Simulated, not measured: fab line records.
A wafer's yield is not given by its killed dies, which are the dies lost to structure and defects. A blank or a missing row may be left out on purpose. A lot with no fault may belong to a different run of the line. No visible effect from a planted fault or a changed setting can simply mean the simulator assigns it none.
Struck lot and sound lot, side by side + flow sky130 + 25 out of 708 route steps
Sound: these wafers, L428.1, L428.2, L428.3. Struck: wafers L440.1, L440.2, L440.5. The cause is given at the end.
At each step with rows: each side's tool, then ch and its chambers, then its first start. Under that, the readings that differ: sound wafers + struck wafers + difference of the means + sigmas: that difference in standard deviations of wafers without a fault.
alike: readings with means less than 2 such deviations apart, plus words and numbers identical on both sides. not compared: withheld readings, readings lacking a value on some wafer, bounds such as >300 that could conceal the same value, and numbers that have no deviation in the record and whose values overlap.
The two part at a step that has a row with sigmas, a row that says differs or no value, or rows on one side only. Numbers that don't overlap but have no deviation are shown without sigmas and don't part them. A reading missing from all wafers of one side parts the sides only when that side holds two or more wafers.

first, 3 steps without rows for these wafers: SKY_LOCAL_INTERCONNECT_STRIP_16 (strips in post etch residue remover, time 1200 s); SKY_LOCAL_INTERCONNECT_CLEAN_17 (cleans in IPA, time 180 s); SKY_LOCAL_INTERCONNECT_CLEAN_18 (cleans in O3/DIW).
SKY_CONTACT_CVD_00: deposits Si3N4, target thk 75 nm.
  sound on pecvd-02 ch 0,1, day 31 20:34; struck on pecvd-01 ch 0,1,2, day 35 18:01
  alike: heaterPowerW
SKY_CONTACT_THK_MEAS_01:
  sound: filmMetro-01 at day 31 20:37; struck: filmMetro-01 at day 35 18:03
  alike: CONTACT_CVD_00_THK
then, 1 step without rows for these wafers: SKY_CONTACT_HDPCVD_02 (deposits SiO2, target thk 565 nm, time 94.2 s).
SKY_CONTACT_THK_MEAS_03:
  sound: filmMetro-03 at day 31 20:44; struck: filmMetro-01 at day 35 18:11
  alike: CONTACT_HDPCVD_THK
SKY_CONTACT_CMP_04: polishes SiO2.
  sound on cmp-02 ch 0,2,3, day 31 20:51; struck on cmp-02 ch 1,2,3, day 35 18:14
  alike: headPressurePsi, motorCurrentA, timeToEndpointS
SKY_CONTACT_BOW_MEAS_05:
  sound: filmMetro-04 at day 31 21:06; struck: filmMetro-03 at day 35 18:32
  alike: CONTACT_BOW
then, 3 steps without rows for these wafers: SKY_CONTACT_DEHYDRATE_06 (time 60 s); SKY_CONTACT_HMDS_07 (prime time 60 s); SKY_CONTACT_COAT_08 (resist thk 60 nm).
SKY_CONTACT_COAT_09: resist thk 450 nm.
  sound on lithoTrack-02 ch 0, day 32 10:00; struck on lithoTrack-01 ch 0, day 36 07:00
| reading                                       | sound             | struck            | difference | sigmas |
|-----------------------------------------------|-------------------|-------------------|------------|--------|
| model.KrF-thick_of_CONTACT_COAT_09.thkNm (nm) | 448.6 449.2 449.6 | 552.3 552.5 552.8 | +103.4     |        |
then, 4 steps without rows for these wafers: SKY_CONTACT_SOFTBAKE_10 (time 90 s); SKY_CONTACT_EXPOSE_11 (exposes mask CTM1, target cd 170 nm); SKY_CONTACT_PEB_12; SKY_CONTACT_DEVELOP_13 (develop time 60 s).
SKY_CONTACT_CD_MEAS_14 targets a cd of 170 nm.
  sound: cdSem-02 at day 32 23:05; struck: cdSem-02 at day 36 20:41
| reading   | sound             | struck            | difference | sigmas |
|-----------|-------------------|-------------------|------------|--------|
| cdNm (nm) | 169.7 169.9 167.7 | 164.0 165.8 163.9 | -4.5       | -3     |
SKY_CONTACT_OVL_MEAS_15:
  sound: overlay-02 at day 32 23:12; struck: overlay-02 at day 36 20:49
  alike: CONTACT_OVL
SKY_CONTACT_ETCH_16: etches BARC in N2/H2, stops on SiO2, time 45.9 s, target depth 60 nm.
  sound on rieDiel-04 ch 0,1,3, day 32 23:14; struck on rieDiel-03 ch 0,1,3, day 36 20:51
| reading                 | sound             | struck            | difference | sigmas |
|-------------------------|-------------------|-------------------|------------|--------|
| model.CONTACT.cdNm (nm) | 168.6 170.1 167.5 | 162.9 165.3 164.7 | -4.4       |        |
  alike: drypumpMotorCurrentA, oesProductAu, throttleValvePct
  not compared: rfHoursCounterH
SKY_CONTACT_ETCH_17: etches SiO2 in C4F8/O2/Ar, stops on Si3N4, target depth 340 nm.
  sound on rieDiel-04 ch 0,1,3, day 32 23:17; struck on rieDiel-03 ch 0,1,3, day 36 20:53
  alike: oesProductAu
SKY_CONTACT_ETCH_18: etches Si3N4 in CHF3/O2, stops on TiN, time 39 s, target depth 75 nm.
  sound on rieDiel-04 ch 0,1,3; struck on rieDiel-03 ch 0,1,3
| reading                                       | sound             | struck            | difference | sigmas |
|-----------------------------------------------|-------------------|-------------------|------------|--------|
| model.KrF-thick_of_CONTACT_COAT_09.thkNm (nm) | 238 244.7 246.8   | 340.9 349.1 346.6 | +102.4     |        |
| model.CONTACT.cdNm (nm)                       | 168.4 170.1 167.4 | 162.9 165.7 164.6 | -4.2       |        |
  alike: drypumpMotorCurrentA, oesProductAu, throttleValvePct
  not compared: rfHoursCounterH
SKY_CONTACT_STRIP_19: strips in O2/N2.
  sound on plasmaAsher-04 ch 0,1, day 32 23:22; struck on plasmaAsher-03 ch 0,1, day 36 20:59
| reading                  | sound             | struck            | difference | sigmas |
|--------------------------|-------------------|-------------------|------------|--------|
| oesProductAu (a.u.)      | 0.376 0.378 0.381 | 0.428 0.430 0.423 | +0.049     | +10    |
| stripTimeToEndpointS (s) | 3.56 3.64 3.65    | 4.65 4.73 4.70    | +1.08      | +23    |
  alike: drypumpMotorCurrentA
  not compared: rfHoursCounterH
then, 1 step without rows for these wafers: SKY_CONTACT_STRIP_20 (strips in post etch residue remover, time 1200 s).
-- the record jumps here: 13 days lie between the struck wafers' starts before and after (it left off in module CONTACT and takes up again in module PAD_OPEN, whose first step shown is number 708 of the route) --
SKY_PAD_OPEN_PROBE_99:
  sound: prober-01 at day 46 21:22; struck: prober-02 at day 49 18:07
  alike: killed_at_M0_to_M3, killed_at_M4_up, killedAtContacts, killedAtFrontEnd, killedAtOther, killedDies, killedOpen, killedShort

== WHERE THEY PART ==
First at SKY_CONTACT_CD_MEAS_14; last, within this record, at SKY_CONTACT_STRIP_19. Later steps at which nothing parts them and some readings are alike: SKY_PAD_OPEN_PROBE_99.

WHY: what the simulator had put in
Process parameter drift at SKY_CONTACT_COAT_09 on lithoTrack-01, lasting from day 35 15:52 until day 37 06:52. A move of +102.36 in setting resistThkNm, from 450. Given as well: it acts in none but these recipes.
